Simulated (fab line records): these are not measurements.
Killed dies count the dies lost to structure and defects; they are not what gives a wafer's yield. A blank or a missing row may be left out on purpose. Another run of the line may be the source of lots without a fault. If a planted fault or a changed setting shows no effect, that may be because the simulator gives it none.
A lot that was struck, set against a sound lot -- flow gf180mcu -- 48 steps out of a route of 602
Sound: wafers L630.2, L630.3, L630.6. Struck: wafers L639.1, L639.4, L639.5. Last of all comes the cause.
Order at every step that has rows: each side's tool, ch and its chambers, its first start. Under that, the readings that differ: sound wafers -- struck wafers -- difference of the means -- sigmas: that difference in standard deviations of wafers without a fault.
alike: words and numbers the same on both sides, and readings whose means are apart by under 2 such deviations; not compared: readings that were withheld, readings missing a value for some wafer, numbers with overlapping values and no deviation given by the record, and bounds like >300 which may hide the same value.
A row with sigmas, a row that says differs or no value, or rows on one side alone: a step with any of these is where the two part. Non-overlapping numbers with no deviation appear without sigmas and do not part them. A reading missing from all wafers of one side parts the sides only when that side holds two or more wafers.

first, 1 step without rows for these wafers: GF_STI_OXIDATION_21 (stabilise 600 s, purge 300 s, target thk 15 nm).
GF_STI_THK_MEAS_22:
  sound on film_metro-02, day 2 19:26; struck on film_metro-04, day 4 18:01
  alike: STI_OXIDATION_01_THK
then, 1 step without rows for these wafers: GF_STI_CVD_23 (deposits SiO2, target thk 650 nm, time 108.3 s).
GF_STI_THK_MEAS_24:
  sound on film_metro-01, day 2 19:35; struck on film_metro-01, day 4 18:08
  alike: STI_CVD_23_THK
GF_STI_CMP_25: polishes, stops on Si3N4, t overpolish 33 s, target thk 524.6 nm.
  sound on cmp-02 ch 0,1,3, day 2 19:41; struck on cmp-02 ch 1,2,3, day 4 18:18
  alike: motor_current_A, overpolish_run_s, slurry_filter_dp_kPa, time_to_endpoint_s
then, 4 steps without rows for these wafers: GF_STI_WET_ETCH_26 (etches SiO2 in dHF, target depth 94 nm, time 188 s); GF_STI_WET_ETCH_27 (etches Si3N4 in H3PO4, target depth 160 nm, time 1825 s); GF_STI_WET_ETCH_28 (etches SiO2 in dHF, target depth 20 nm, time 40 s); GF_STI_OXIDATION_29 (stabilise 600 s, purge 300 s, target thk 10 nm).
GF_STI_THK_MEAS_30:
  sound on film_metro-04, day 2 22:23; struck on film_metro-01, day 4 21:05
  alike: STI_OXIDATION_02_THK
then, 2 steps without rows for these wafers: GF_DNWELL_DEHYDRATE_00 (time 60 s); GF_DNWELL_HMDS_01 (prime time 60 s).
GF_DNWELL_COAT_02: resist thk 3000 nm.
  struck on litho_track-04, day 5 03:39; sound on litho_track-01 ch 0, day 3 04:41
  no value came back on the struck wafers for chill_plate_temp_C (C), dispense_pressure_kPa (kPa); on the sound wafers chill_plate_temp_C (C) reads 23.06 23.05 22.97
then, 5 steps without rows for these wafers: GF_DNWELL_SOFTBAKE_03; GF_DNWELL_EXPOSE_04 (exposes mask DNWELL, target cd 1700 nm); GF_DNWELL_PEB_05; GF_DNWELL_DEVELOP_06 (develop time 60 s); GF_DNWELL_IMPLANT_07.
GF_DNWELL_STRIP_08: strips in O2/N2.
  sound on plasma_asher-02 ch 0,1, day 3 11:22; struck on plasma_asher-03 ch 0, day 5 11:00
  no value came back on the struck wafers for oes_product_au (a.u.), strip_time_to_endpoint_s (s); on the sound wafers oes_product_au (a.u.) reads 0.729 0.726 0.727
  alike: drypump_motor_current_A, heater_power_w
  not compared: rf_hours_counter_h
GF_DNWELL_TW_MEAS_09:
  sound on film_metro-04, day 3 11:28; struck on film_metro-01, day 5 11:06
reading,sound,struck,difference,sigmas
DNWELL_TW,1342 1337 1334,1354 1354 1360,+18,+2
then, 7 steps without rows for these wafers: GF_NWELL_DEHYDRATE_00 (time 60 s); GF_NWELL_HMDS_01 (prime time 60 s); GF_NWELL_COAT_02 (resist thk 3000 nm); GF_NWELL_SOFTBAKE_03; GF_NWELL_EXPOSE_04 (exposes mask Nwell, target cd 860 nm); GF_NWELL_PEB_05; GF_NWELL_DEVELOP_06 (develop time 60 s).
GF_NWELL_OVL_MEAS_07:
  sound on overlay-01, day 4 00:24; struck on overlay-01, day 6 02:09
  alike: NWELL_OVL
then, 2 steps without rows for these wafers: GF_NWELL_IMPLANT_08; GF_NWELL_IMPLANT_09.
GF_NWELL_STRIP_10: strips in O2/N2.
  sound on plasma_asher-02 ch 0,1, day 4 00:44; struck on plasma_asher-04 ch 0,1, day 6 02:29
  alike: drypump_motor_current_A, heater_power_w, oes_product_au, strip_time_to_endpoint_s
  not compared: rf_hours_counter_h
GF_NWELL_TW_MEAS_11:
  sound on film_metro-03, day 4 00:50; struck on film_metro-03, day 6 02:35
reading,sound,struck,difference,sigmas
NWELL_TW,1568 1569 1577,1816 1842 1818,+254,+27
then, 7 steps without rows for these wafers: GF_LVPWELL_DEHYDRATE_00 (time 60 s); GF_LVPWELL_HMDS_01 (prime time 60 s); GF_LVPWELL_COAT_02 (resist thk 3000 nm); GF_LVPWELL_SOFTBAKE_03; GF_LVPWELL_EXPOSE_04 (exposes mask LVPWELL, target cd 600 nm); GF_LVPWELL_PEB_05; GF_LVPWELL_DEVELOP_06 (develop time 60 s).
GF_LVPWELL_OVL_MEAS_07:
  sound on overlay-01, day 4 13:52; struck on overlay-02, day 6 17:51
  alike: LVPWELL_OVL
then, 2 steps without rows for these wafers: GF_LVPWELL_IMPLANT_08; GF_LVPWELL_IMPLANT_09.
GF_LVPWELL_TW_MEAS_11:
  sound on film_metro-02, day 4 14:19; struck on film_metro-02, day 6 18:17
reading,sound,struck,difference,sigmas
LVPWELL_TW,564 562 562,1386 1382 1391,+824,+99 or more
GF_MVSD_TW_MEAS_11:
  sound on film_metro-02, day 5 04:29; struck on film_metro-04, day 7 10:21
reading,sound,struck,difference,sigmas
MVSD_TW,1590 1582 1590,1831 1839 1836,+248,+25
GF_MVPSD_TW_MEAS_11:
  sound on film_metro-03, day 5 19:14; struck on film_metro-03, day 8 02:30
reading,sound,struck,difference,sigmas
MVPSD_TW,546.8 549.4 548.9,1365.0 1371.2 1370.3,+820.5,+99 or more
GF_VT_IMPLANT_TW_MEAS_10:
  sound on film_metro-02, day 6 10:50; struck on film_metro-01, day 8 18:26
reading,sound,struck,difference,sigmas
VT_IMPLANT_TW,570 569 568,1384 1391 1384,+817,+99 or more
GF_VT_IMPLANT_TW_MEAS_21:
  sound on film_metro-01, day 7 02:41; struck on film_metro-02, day 9 11:52
reading,sound,struck,difference,sigmas
VT_IMPLANT_2_TW,1225 1232 1223,1604 1606 1604,+378,+50
GF_VT_IMPLANT_TW_MEAS_32:
  sound on film_metro-02, day 7 18:31; struck on film_metro-02, day 10 05:14
reading,sound,struck,difference,sigmas
VT_IMPLANT_3_TW,270.8 270.4 270.3,1342.5 1357.3 1346.2,+1078.2,+99 or more

WHERE THEY PART
Last at GF_VT_IMPLANT_TW_MEAS_32 as far as this record goes, first at GF_DNWELL_COAT_02.

WHY: whatever the simulator had introduced
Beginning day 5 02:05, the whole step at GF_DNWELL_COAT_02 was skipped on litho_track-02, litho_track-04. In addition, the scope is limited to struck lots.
